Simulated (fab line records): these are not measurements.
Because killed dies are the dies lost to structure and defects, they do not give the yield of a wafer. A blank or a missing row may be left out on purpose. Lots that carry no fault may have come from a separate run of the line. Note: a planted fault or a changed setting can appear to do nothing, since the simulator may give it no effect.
fab line records	flow sky130
record: lots: 6	wafers: 18	last_day: 50
route steps=708 shown SONOS_TUNNEL@158 SONOS_ONO@168 GATE_OXIDE@187 PAD_OPEN@708
lots that met no fault: from a run of the same line without faults
start_h: the number of hours between the record's first day and the start of the first shown wafer of the lot	wait_h: hours elapsed since this lot's preceding step	" same as the row above	L1.1+2: a row that stands for several wafers	- either no value or no given start	* or withheld: withheld	< > ~ a bound
route shown NAME@n: names a module that has steps shown in the file, with the first one's number in the route	usual: mean and standard deviation over wafers with no fault	same: alike in all rows	chamber/n: place in a boat	sites: readings site by site	_std_site: the values' standard deviation	_edge_site: mean of outer sites minus mean of inner sites	radius_mm: for every site, how far away it sits from the centre of the wafer	mask NAME#n: copy n	behind: the last tool/chamber to shape the wafer	hold: what put the lot on hold/how long, in hours/how the hold closed	device: whichever transistor did not switch (one of n, p or np)	end of line: tests run on the same wafers once the route is complete	a step given without rows: its recipe and nothing more	killed: at the first sort, the dies lost to defects and structure; wafer yield is something else	map: the dies of a wafer, with x for killed, . for not killed, _ for no die there
set.NAME: the setting that was run; set.NAME@STEP: the one run at that earlier step	model.NAME: the simulator's own value behind a step, which no gauge read
lots at selected steps of the route; one table per step, one row per wafer
services: from which hour (start_h, from the record's first day; less than 0 if before it) a tool's chamber was out of use, for how many hours, and why
== steps ==
step: SKY_SONOS_TUNNEL_EXPOSE_04
recipe: mask_id: TUNM	na: 0.6	source_shape: conventional	sigma_outer: 0.6	polarization: unpolarized	target_cd_nm: 410	dose_mj: 136
step: SKY_SONOS_TUNNEL_PEB_05
recipe: temp_c: withheld	time_s: *	resist: NOVOLAK
step: SKY_SONOS_TUNNEL_DEVELOP_06
recipe: resist: NOVOLAK	developer: TMAH	develop_time_s: 60	dev_temp_c: 23
step: SKY_SONOS_TUNNEL_CD_MEAS_07
recipe: target_cd_nm: 410
usual: cd_nm: 410.6/2.2
lot.wafer	tool	chamber	start_h	wait_h	cd_nm
L125.1	cd_sem-01	-	279.02	0.1	411.2
L125.4	"	-	"	"	411.7
L125.6	"	-	"	"	411.4
L127.2	cd_sem-01	-	290.14	0.1	410.9
L127.4	"	-	"	"	410.4
L127.6	"	-	"	"	410.8
L135.2	cd_sem-02	-	359.13	0.1	411.7
L135.3	"	-	"	"	410.5
L135.5	"	-	"	"	411.3
L136.1	cd_sem-02	-	371.96	0.1	410.4
L136.3	"	-	"	"	410.6
L136.4	"	-	"	"	409.5
L137.3	cd_sem-01	-	372.86	0.1	412.0
L137.4	"	-	"	"	411.3
L137.5	"	-	"	"	410.2
L144.1	cd_sem-02	-	433.22	0.1	411.2
L144.5	"	-	"	"	412.4
L144.6	"	-	"	"	414.3
step: SKY_SONOS_TUNNEL_OVL_MEAS_08
usual: SONOS_TUNNEL_OVL: 0.5/1.2
lot.wafer	tool	chamber	start_h	wait_h	SONOS_TUNNEL_OVL[nm]
L125.1	overlay-01	-	279.14	0.1	-0.1
L125.4	"	-	"	"	1.1
L125.6	"	-	"	"	0.6
L127.2	overlay-01	-	290.25	0.1	0.1
L127.4	"	-	"	"	1.3
L127.6	"	-	"	"	-0.1
L135.2	overlay-01	-	359.24	0.1	-0.6
L135.3	"	-	"	"	1.0
L135.5	"	-	"	"	1.4
L136.1	overlay-01	-	372.08	0.1	-1.6
L136.3	"	-	"	"	0.0
L136.4	"	-	"	"	-0.7
L137.3	overlay-02	-	372.95	0.1	2.7
L137.4	"	-	"	"	1.6
L137.5	"	-	"	"	1.2
L144.1	overlay-02	-	433.34	0.1	0.0
L144.5	"	-	"	"	2.2
L144.6	"	-	"	"	2.7
step: SKY_SONOS_TUNNEL_IMPLANT_09
recipe: species: B	energy_kev: 20	dose_cm2: 1e+12	tilt_deg: withheld
step: SKY_SONOS_TUNNEL_WET_ETCH_10
recipe: chemistry: dHF	target_depth_nm: 14	target: SiO2	dilution: 100:1	temp_c: 25	time_s: 280
step: SKY_SONOS_TUNNEL_STRIP_11
recipe: chemistry: SPM	time_s: 600	temp_c: 130
step: SKY_SONOS_TUNNEL_TW_MEAS_12
usual: SONOS_TUNNEL_TW: 197.4/0.91
lot.wafer	tool	chamber	start_h	wait_h	SONOS_TUNNEL_TW
L125.1	film_metro-04	-	279.58	0.0	197.7
L125.4	"	-	"	"	197.6
L125.6	"	-	"	"	198.1
L127.2	film_metro-04	-	290.71	0.0	196.8
L127.4	"	-	"	"	197.6
L127.6	"	-	"	"	198.1
L135.2	film_metro-01	-	359.69	0.0	199.0
L135.3	"	-	"	"	198.5
L135.5	"	-	"	"	197.5
L136.1	film_metro-02	-	372.55	0.0	197.2
L136.3	"	-	"	"	196.9
L136.4	"	-	"	"	195.8
L137.3	film_metro-01	-	373.42	0.0	197.1
L137.4	"	-	"	"	199.0
L137.5	"	-	"	"	198.0
L144.1	film_metro-02	-	433.82	0.0	197.1
L144.5	"	-	"	"	197.7
L144.6	"	-	"	"	197.0
step: SKY_SONOS_TUNNEL_CLEAN_13
recipe: chemistry: dHF	time_s: 20	dilution: 100:1	dry: ipa_marangoni
step: SKY_SONOS_ONO_OXIDATION_00
recipe: temp_c: 800	ambient: O2	idle_temp_c: 700	ramp_up_c_per_min: 10	ramp_down_c_per_min: 3	stabilise_s: 600	purge_s: 300	target_thk_a: 26	ox_time_s: 1249
step: SKY_SONOS_ONO_THK_MEAS_01
recipe: reads: SiO2_of_SONOS_ONO_OXIDATION_00
usual: SONOS_ONO_OXIDATION_THK: 2.58/0.061
lot.wafer	tool	chamber	start_h	wait_h	SONOS_ONO_OXIDATION_THK[nm]
L125.1	film_metro-03	-	281.73	0.0	2.64
L125.4	"	-	"	"	2.69
L125.6	"	-	"	"	2.61
L127.2	film_metro-02	-	292.95	0.0	2.56
L127.4	"	-	"	"	2.67
L127.6	"	-	"	"	2.69
L135.2	film_metro-02	-	361.57	0.0	2.64
L135.3	"	-	"	"	2.67
L135.5	"	-	"	"	2.60
L136.1	film_metro-02	-	373.97	0.0	2.59
L136.3	"	-	"	"	2.61
L136.4	"	-	"	"	2.56
L137.3	film_metro-03	-	375.33	0.0	2.69
L137.4	"	-	"	"	2.63
L137.5	"	-	"	"	2.64
L144.1	film_metro-02	-	435.24	0.0	2.53
L144.5	"	-	"	"	2.54
L144.6	"	-	"	"	2.55
step: SKY_SONOS_ONO_CVD_02
recipe: material: Si3N4	precursor: DCS/NH3	target_thk_nm: 10.5	temp_c: 770	time_s: 180	pressure_mtorr: 250
usual: susceptor_temp_C: 770.1/0.31
lot.wafer	tool	chamber	start_h	wait_h	susceptor_temp_C
L125.1	lpcvd-02	0	281.79	0.1	769.7
L125.4	"	0	"	"	770.0
L125.6	"	0	"	"	769.7
L127.2	lpcvd-02	1	294.20	1.2	770.0
L127.4	"	1	"	"	770.5
L127.6	"	1	"	"	769.8
L135.2	lpcvd-02	0	361.62	0.0	769.7
L135.3	"	0	"	"	770.1
L135.5	"	0	"	"	770.4
L136.1	lpcvd-02	0	375.17	1.2	769.9
L136.3	"	0	"	"	769.8
L136.4	"	0	"	"	770.2
L137.3	lpcvd-02	1	377.58	2.2	769.5
L137.4	"	1	"	"	769.9
L137.5	"	1	"	"	770.1
L144.1	lpcvd-02	1	437.09	1.8	770.6
L144.5	"	1	"	"	770.5
L144.6	"	1	"	"	770.1
step: SKY_SONOS_ONO_THK_MEAS_03
recipe: reads: Si3N4_of_SONOS_ONO_CVD_02
usual: SONOS_ONO_CVD_02_THK: 10.62/0.11
lot.wafer	tool	chamber	start_h	wait_h	SONOS_ONO_CVD_02_THK[nm]
L125.1	film_metro-03	-	283.36	0.0	10.54
L125.4	"	-	"	"	10.73
L125.6	"	-	"	"	10.63
L127.2	film_metro-02	-	295.26	0.0	10.53
L127.4	"	-	"	"	10.60
L127.6	"	-	"	"	10.55
L135.2	film_metro-01	-	362.68	0.0	10.81
L135.3	"	-	"	"	10.67
L135.5	"	-	"	"	10.72
L136.1	film_metro-02	-	376.22	0.0	10.65
L136.3	"	-	"	"	10.65
L136.4	"	-	"	"	10.67
L137.3	film_metro-01	-	378.65	0.0	10.71
L137.4	"	-	"	"	10.59
L137.5	"	-	"	"	10.59
L144.1	film_metro-03	-	438.14	0.0	10.63
L144.5	"	-	"	"	10.49
L144.6	"	-	"	"	10.66
step: SKY_SONOS_ONO_CVD_04
recipe: material: SiO2	precursor: SiH4/N2O	target_thk_nm: 5.7199	temp_c: 893.3	pressure_mtorr: 400
step: SKY_SONOS_ONO_THK_MEAS_05
recipe: reads: SiO2_of_SONOS_ONO_CVD_04
usual: SONOS_ONO_CVD_04_THK: 5.13/0.11
lot.wafer	tool	chamber	start_h	wait_h	SONOS_ONO_CVD_04_THK[nm]
L125.1	film_metro-02	-	284.67	0.0	5.12
L125.4	"	-	"	"	5.12
L125.6	"	-	"	"	5.18
L127.2	film_metro-03	-	296.57	0.0	4.92
L127.4	"	-	"	"	5.07
L127.6	"	-	"	"	4.95
L135.2	film_metro-03	-	363.99	0.0	5.18
L135.3	"	-	"	"	5.23
L135.5	"	-	"	"	5.14
L136.1	film_metro-02	-	377.53	0.0	5.10
L136.3	"	-	"	"	5.24
L136.4	"	-	"	"	5.10
L137.3	film_metro-03	-	379.96	0.0	5.31
L137.4	"	-	"	"	5.24
L137.5	"	-	"	"	5.29
L144.1	film_metro-01	-	439.45	0.0	5.20
L144.5	"	-	"	"	5.10
L144.6	"	-	"	"	5.03
step: SKY_SONOS_ONO_DEHYDRATE_06
recipe: temp_c: 200	time_s: 60
step: SKY_SONOS_ONO_HMDS_07
recipe: prime_time_s: 60	prime_temp_c: 120
step: SKY_SONOS_ONO_COAT_08
recipe: resist: NOVOLAK	spin_rpm: 3000	resist_thk_nm: 1159
step: SKY_SONOS_ONO_SOFTBAKE_09
recipe: temp_c: 90	time_s: 60	resist: NOVOLAK
step: SKY_SONOS_ONO_EXPOSE_10
recipe: mask_id: ONOM	target_cd_nm: 410	na: 0.6	source_shape: conventional	sigma_outer: 0.6	dose_mj: 150
step: SKY_SONOS_ONO_PEB_11
recipe: temp_c: withheld	time_s: *	resist: NOVOLAK
step: SKY_SONOS_ONO_DEVELOP_12
recipe: develop_time_s: 60	dev_temp_c: 23
step: SKY_SONOS_ONO_CD_MEAS_13
recipe: target_cd_nm: 410
usual: cd_nm: 409.5/2.3
lot.wafer	tool	chamber	start_h	wait_h	cd_nm
L125.1	cd_sem-02	-	310.27	0.1	409.4
L125.4	"	-	"	"	409.6
L125.6	"	-	"	"	408.2
L127.2	cd_sem-01	-	322.38	0.1	409.7
L127.4	"	-	"	"	408.8
L127.6	"	-	"	"	405.5
L135.2	cd_sem-02	-	391.13	0.1	411.3
L135.3	"	-	"	"	410.7
L135.5	"	-	"	"	412.6
L136.1	cd_sem-01	-	407.16	0.1	406.0
L136.3	"	-	"	"	405.8
L136.4	"	-	"	"	407.0
L137.3	cd_sem-01	-	409.75	0.1	408.8
L137.4	"	-	"	"	410.0
L137.5	"	-	"	"	409.3
L144.1	cd_sem-02	-	470.51	0.1	408.1
L144.5	"	-	"	"	407.0
L144.6	"	-	"	"	408.5
step: SKY_SONOS_ONO_OVL_MEAS_14
usual: SONOS_ONO_OVL: 0.2/1.1
lot.wafer	tool	chamber	start_h	wait_h	SONOS_ONO_OVL[nm]
L125.1	overlay-02	-	310.39	0.1	0.3
L125.4	"	-	"	"	0.0
L125.6	"	-	"	"	-1.4
L127.2	overlay-02	-	322.49	0.1	1.4
L127.4	"	-	"	"	0.8
L127.6	"	-	"	"	-0.6
L135.2	overlay-02	-	391.24	0.1	0.2
L135.3	"	-	"	"	-0.7
L135.5	"	-	"	"	0.3
L136.1	overlay-02	-	407.28	0.1	-0.1
L136.3	"	-	"	"	1.2
L136.4	"	-	"	"	0.7
L137.3	overlay-01	-	409.84	0.1	-1.6
L137.4	"	-	"	"	-0.4
L137.5	"	-	"	"	-1.7
L144.1	overlay-02	-	470.63	0.1	-0.7
L144.5	"	-	"	"	-1.4
L144.6	"	-	"	"	0.9
step: SKY_SONOS_ONO_ETCH_15
recipe: target_depth_nm: 19.52	chemistry: CHF3/O2	source_w: 600	bias_w: 200	pressure_mtorr: 40	chf3_flow_sccm: 50	O2_flow_sccm: 5	time_s: 7.8
usual: drypump_motor_current_A: 5.7/0.37	oes_product_au: 0.994/0.013	throttle_valve_pct: 8.823/0.01
lot.wafer	tool	chamber	start_h	wait_h	drypump_motor_current_A	oes_product_au	rf_hours_counter_h	throttle_valve_pct
L125.1	rie_diel-04	3	310.42	0.0	5.9	0.985	63	8.813
L125.4	"	0	"	"	5.5	0.988	8	8.841
L125.6	"	1	"	"	5.0	0.993	-	8.806
L127.2	rie_diel-03	3	322.52	0.0	5.8	1.003	1	8.837
L127.4	"	2	"	"	5.6	1.025	73	8.815
L127.6	"	1	"	"	6.0	0.989	-	8.828
L135.2	rie_diel-02	0	391.27	0.0	5.5	0.992	109	8.821
L135.3	"	3	"	"	6.2	0.990	7	8.819
L135.5	"	2	"	"	5.2	0.997	-	8.818
L136.1	rie_diel-03	0	407.32	0.0	6.0	1.008	64	8.828
L136.3	"	1	"	"	6.0	0.986	4	8.813
L136.4	"	3	"	"	5.9	0.998	2	8.827
L137.3	rie_diel-03	3	409.87	0.0	5.8	0.993	2	8.826
L137.4	"	1	"	"	6.0	0.972	4	8.819
L137.5	"	0	"	"	6.0	0.997	-	8.824
L144.1	rie_diel-03	0	470.66	0.0	6.0	0.991	66	8.827
L144.5	"	3	"	"	5.8	0.983	-	8.813
L144.6	"	0	"	"	6.0	0.997	-	8.827
step: SKY_SONOS_ONO_WET_ETCH_16
recipe: chemistry: dHF	target_depth_nm: 14	dry: n2_spin	target: SiO2	dilution: 100:1	temp_c: 25	time_s: 280
step: SKY_SONOS_ONO_STRIP_17
recipe: chemistry: O2/N2	power_w: 1400	pressure_mtorr: 1500	platen_temp_c: withheld	o2_flow_sccm: 3000	n2_flow_sccm: 300	overash_fraction: 0.5
usual: drypump_motor_current_A: 5.8/0.49	oes_product_au: 0.710/0.0046	strip_time_to_endpoint_s: 14.31/0.037
lot.wafer	tool	chamber	start_h	wait_h	drypump_motor_current_A	oes_product_au	rf_hours_counter_h	strip_time_to_endpoint_s
L125.1	plasma_asher-03	1	310.53	0.0	6.2	0.709	62	14.33
L125.4	"	1	"	"	6.2	0.712	-	14.32
L125.6	"	0	"	"	6.1	0.711	-	14.34
L127.2	plasma_asher-03	1	322.63	0.0	6.2	0.706	63	14.32
L127.4	"	0	"	"	6.2	0.703	-	14.25
L127.6	"	0	"	"	6.2	0.715	-	14.25
L135.2	plasma_asher-03	0	391.37	0.0	6.2	0.715	71	14.34
L135.3	"	1	"	"	6.2	0.712	-	14.33
L135.5	"	1	"	"	6.2	0.708	-	14.33
L136.1	plasma_asher-03	1	407.43	0.0	6.2	0.712	72	14.35
L136.3	"	0	"	"	6.2	0.716	-	14.37
L136.4	"	1	"	"	6.2	0.708	-	14.33
L137.3	plasma_asher-03	1	410.10	0.0	6.2	0.709	-	14.27
L137.4	"	0	"	"	6.2	0.711	-	14.35
L137.5	"	0	"	"	6.2	0.704	-	14.26
L144.1	plasma_asher-03	1	470.77	0.0	6.2	0.712	81	14.29
L144.5	"	1	"	"	6.2	0.719	-	14.24
L144.6	"	0	"	"	6.2	0.703	-	14.26
step: SKY_SONOS_ONO_WET_ETCH_18
recipe: chemistry: H3PO4	target_depth_nm: 15	target: Si3N4	temp_c: 160	time_s: 172
step: SKY_GATE_OXIDE_CLEAN_00
recipe: chemistry: SC1/SC2	mix: 1:4:20	temp_c: 70	time_s: 150	dry: n2_spin
step: SKY_GATE_OXIDE_OXIDATION_01
recipe: temp_c: 900	ambient: O2	stabilise_s: 600	purge_s: 300	target_thk_a: 102.68	ox_time_s: 1473
step: SKY_GATE_OXIDE_THK_MEAS_02
recipe: reads: SiO2_of_GATE_OXIDE_OXIDATION_01
usual: GATE_OXIDE_OXIDATION_00_THK: 10.29/0.19
lot.wafer	tool	chamber	start_h	wait_h	GATE_OXIDE_OXIDATION_00_THK[nm]
L125.1	film_metro-04	-	314.27	0.0	10.13
L125.4	"	-	"	"	10.08
L125.6	"	-	"	"	10.25
L127.2	film_metro-03	-	324.70	0.0	10.51
L127.4	"	-	"	"	10.46
L127.6	"	-	"	"	10.52
L135.2	film_metro-03	-	393.05	0.0	10.14
L135.3	"	-	"	"	10.05
L135.5	"	-	"	"	10.12
L136.1	film_metro-03	-	409.10	0.0	10.12
L136.3	"	-	"	"	10.00
L136.4	"	-	"	"	10.07
L137.3	film_metro-04	-	412.86	0.0	10.16
L137.4	"	-	"	"	10.15
L137.5	"	-	"	"	10.18
L144.1	film_metro-03	-	472.39	0.0	10.66
L144.5	"	-	"	"	10.65
L144.6	"	-	"	"	10.56
step: SKY_GATE_OXIDE_DEHYDRATE_03
recipe: temp_c: 200	time_s: 60
step: SKY_GATE_OXIDE_HMDS_04
recipe: prime_time_s: 60	prime_temp_c: 120
step: SKY_GATE_OXIDE_COAT_05
recipe: resist: NOVOLAK	spin_rpm: 3000	resist_thk_nm: 1140
step: SKY_GATE_OXIDE_SOFTBAKE_06
recipe: temp_c: 90	time_s: 60	resist: NOVOLAK
step: SKY_GATE_OXIDE_EXPOSE_07
recipe: mask_id: LVOM	na: 0.6	source_shape: conventional	sigma_outer: 0.6	polarization: unpolarized	target_cd_nm: 600	dose_mj: 170
step: SKY_GATE_OXIDE_PEB_08
recipe: temp_c: withheld	time_s: *	resist: NOVOLAK
step: SKY_GATE_OXIDE_DEVELOP_09
recipe: resist: NOVOLAK	developer: TMAH	develop_time_s: 60	dev_temp_c: 23
step: SKY_GATE_OXIDE_OVL_MEAS_10
usual: GATE_OXIDE_OVL: -0.5/1.4
lot.wafer	tool	chamber	start_h	wait_h	GATE_OXIDE_OVL[nm]
L125.1	overlay-02	-	340.86	0.1	-1.7
L125.4	"	-	"	"	-3.2
L125.6	"	-	"	"	-1.6
L127.2	overlay-01	-	351.57	0.1	0.2
L127.4	"	-	"	"	-0.6
L127.6	"	-	"	"	-0.8
L135.2	overlay-01	-	422.83	0.1	0.4
L135.3	"	-	"	"	-0.9
L135.5	"	-	"	"	0.4
L136.1	overlay-02	-	439.36	0.1	0.4
L136.3	"	-	"	"	-0.8
L136.4	"	-	"	"	-0.1
L137.3	overlay-01	-	443.82	0.1	-0.1
L137.4	"	-	"	"	-1.0
L137.5	"	-	"	"	-1.3
L144.1	overlay-01	-	503.17	0.1	-0.1
L144.5	"	-	"	"	0.6
L144.6	"	-	"	"	0.5
step: SKY_GATE_OXIDE_IMPLANT_11
recipe: species: B	energy_kev: 10	dose_cm2: 2.6e+12	tilt_deg: withheld
step: SKY_GATE_OXIDE_WET_ETCH_12
recipe: chemistry: dHF	target_depth_nm: 16.8	dry: n2_spin	target: SiO2	dilution: 100:1	temp_c: 25	time_s: 336
step: SKY_PAD_OPEN_PROBE_99
usual: killed_at_M0_to_M3: 43/7	killed_at_M4_up: 3.0/1.9	killed_at_contacts: 24/4.6	killed_at_front_end: 15/4.1	killed_at_other: 0.3/0.52	killed_dies: 84/9.7	killed_open: 46/6.9	killed_short: 38/6.8
same: gross_dies: 492	killed_at_back_side: 0
lot.wafer	tool	chamber	start_h	wait_h	killed_at_M0_to_M3	killed_at_M4_up	killed_at_contacts	killed_at_front_end	killed_at_other	killed_dies	killed_open	killed_short
L125.1	prober-01	-	1098.62	0.1	37	3	22	54	0	116	43	33
L125.4	prober-01	-	1098.77	0.2	36	6	14	53	0	109	36	30
L125.6	prober-01	-	1098.87	0.2	30	3	20	46	0	99	30	31
L127.2	prober-01	-	1108.15	0.1	30	2	25	57	0	114	42	34
L127.4	prober-01	-	1108.25	0.2	43	2	22	49	0	116	47	33
L127.6	prober-01	-	1108.35	0.2	36	7	16	42	0	101	36	31
L135.2	prober-02	-	1157.38	0.1	48	3	29	15	0	95	56	39
L135.3	prober-02	-	1157.43	0.2	50	1	20	12	0	83	45	38
L135.5	prober-02	-	1157.53	0.2	46	3	33	15	0	97	55	42
killed by level:class
L125.1 SONOS_ONO:unspecified=40 CONTACT:geometric_particle:open=11 LI_CONTACT:geometric_particle:open=7 FIELD_ISO:geometric_particle:short=6 METAL1:geometric_particle:short=6 METAL2:geometric_particle:short=6 VIA3:geometric_particle:open=6 VIA1:geometric_particle:open=5
L125.4 SONOS_ONO:unspecified=43 CONTACT:geometric_particle:open=7 VIA2:geometric_particle:open=5 VIA1:geometric_particle:open=5 VIA2:geometric_particle:short=5 VIA3:geometric_particle:open=5 POLY_GATE:geometric_particle:open=4 METAL1:geometric_particle:short=4
L125.6 SONOS_ONO:unspecified=38 CONTACT:geometric_particle:short=7 VIA1:geometric_particle:open=7 VIA3:geometric_particle:open=7 CONTACT:geometric_particle:open=6 LOCAL_INTERCONNECT:geometric_particle:short=4 FIELD_ISO:geometric_particle:short=3 POLY_GATE:geometric_particle:short=3
L127.2 SONOS_ONO:unspecified=37 VIA1:geometric_particle:open=12 CONTACT:geometric_particle:open=10 FIELD_ISO:geometric_particle:short=5 LI_CONTACT:geometric_particle:open=5 CONTACT:geometric_particle:short=5 FIELD_ISO:geometric_particle:open=4 VIA3:geometric_particle:short=4
L127.4 SONOS_ONO:unspecified=36 VIA2:geometric_particle:open=10 VIA1:geometric_particle:open=8 CONTACT:geometric_particle:open=6 POLY_GATE:geometric_particle:open=5 VIA1:geometric_particle:short=5 VIA3:geometric_particle:open=5 CONTACT:geometric_particle:short=5
L127.6 SONOS_ONO:unspecified=34 VIA1:geometric_particle:open=9 METAL4:geometric_particle:short=7 VIA3:geometric_particle:open=7 VIA2:geometric_particle:open=6 LI_CONTACT:geometric_particle:open=5 CONTACT:geometric_particle:open=5 METAL3:geometric_particle:short=5
L135.2 VIA1:geometric_particle:open=13 CONTACT:geometric_particle:open=12 METAL2:geometric_particle:short=8 VIA2:geometric_particle:open=7 FIELD_ISO:geometric_particle:short=4 POLY_GATE:geometric_particle:short=4 CONTACT:geometric_particle:short=4 LI_CONTACT:geometric_particle:open=4
L135.3 VIA1:geometric_particle:open=15 VIA3:geometric_particle:open=11 METAL3:geometric_particle:short=6 LOCAL_INTERCONNECT:geometric_particle:short=5 METAL1:geometric_particle:short=5 LI_CONTACT:geometric_particle:short=4 LI_CONTACT:geometric_particle:open=4 FIELD_ISO:geometric_particle:short=3
L135.5 CONTACT:geometric_particle:open=17 METAL2:geometric_particle:short=11 VIA1:geometric_particle:open=9 LI_CONTACT:geometric_particle:open=8 METAL3:geometric_particle:short=6 POLY_GATE:geometric_particle:open=5 LI_CONTACT:geometric_particle:short=4 POLY_GATE:geometric_particle:short=4
map L125.1 (x killed, . not)
__________.xx......._________
________.........x...._______
______x.....x........x.x_____
_____.x..................____
____..x.....x...........xx___
___.x.............x...x..x.__
__.....xx.......x.x........x_
_........xx.x..x.x........x.x
_.x......xx.........x..x...x.
_.x.x................x.....x.
_...x..........x.............
_.....x..x....x......x.x...x.
_x....x........xxxxx.........
_...x.....x...xxxxxxxx.x..x..
_.xx..x......xxxxxxxxx...xx..
__.....x.x...xxxxxxxxx......_
___...........xxxxxx.xxx...__
____...x......x.xxxx...x.x___
_____.....x..x.x.........____
______.....x....x......._____
________x..x.......x.._______
__________........x._________
map L127.4 (x killed, . not)
__________.........._________
________x.....xx......_______
______xx...........xx..._____
_____x.......x.....x...x.____
____.........x....x....x..___
___.....x....xxx.......x...__
__...x.....x...............x_
_.......x......x.x...x..xx...
_.x...x..x......xx..........x
_...x....x.......xx..x.x.....
_x.....xx..........x..x..x...
_.....x....x...........xx.xxx
_..x...x.x........xx.x.xxx.x.
_.x................x.xxxxxx..
_.............x...x.xxxxxxxxx
__...x..............xxxxxx.x_
___..x..x...x.......xx.xxxx__
____...x...xxxx..x...x.x.x___
_____x................x..____
______......xx.........._____
________x..........x.._______
__________.....x...x_________
== services ==
tool	chamber	start_h	hours	kind
rie_diel-02	2	269.64	5.9	repair
rie_diel-03	3	269.82	43.1	repair
rie_diel-04	2	273.54	3.2	repair
rie_diel-02	3	322.65	4.2	repair
rie_diel-02	3	332.59	1.3	repair
rie_diel-04	3	336.23	7.4	repair
plasma_asher-03	-	347.84	1.4	repair
rie_diel-02	2	382.81	4.2	repair
rie_diel-02	0	414.20	-	clean
rie_diel-02	0	414.20	17.4	scheduled_down
rie_diel-02	0	414.20	17.4	vent_cycle
rie_diel-02	0	439.47	4.1	repair
rie_diel-02	2	455.32	6.1	repair
lpcvd-02	-	458.35	6.0	pm
rie_diel-02	3	458.50	3.1	repair
rie_diel-04	-	462.57	2.8	pm
== key ==
first_sign: step: SKY_PAD_OPEN_PROBE_99	reading: killed_at_front_end	direction: up	sigmas: 8.7	usual: 15	struck: 50
effect: step: SKY_PAD_OPEN_PROBE_99	reading: killed_dies	direction: up	sigmas: 2.6	usual: 84	struck: 109
met_at SKY_SONOS_ONO_CVD_02
struck_wafers L125.1,L125.4,L125.6,L127.2,L127.4,L127.6
tester_left_out L125,L127
fault: kind: chamber_particle_source	tool: lpcvd-02	chamber: -	onset_h: 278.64	steps: SKY_SONOS_ONO_CVD_02	rate_per_visit_cm2: 0.38193	end_h: 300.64
tester_left_out: of these lots the tester's yield and bins aren't shown, on N5 and GAA mostly nor the transistor test; their killed dies are dies lost to structure and defects alone, not to doping, threshold or leakage, so they don't give the yield
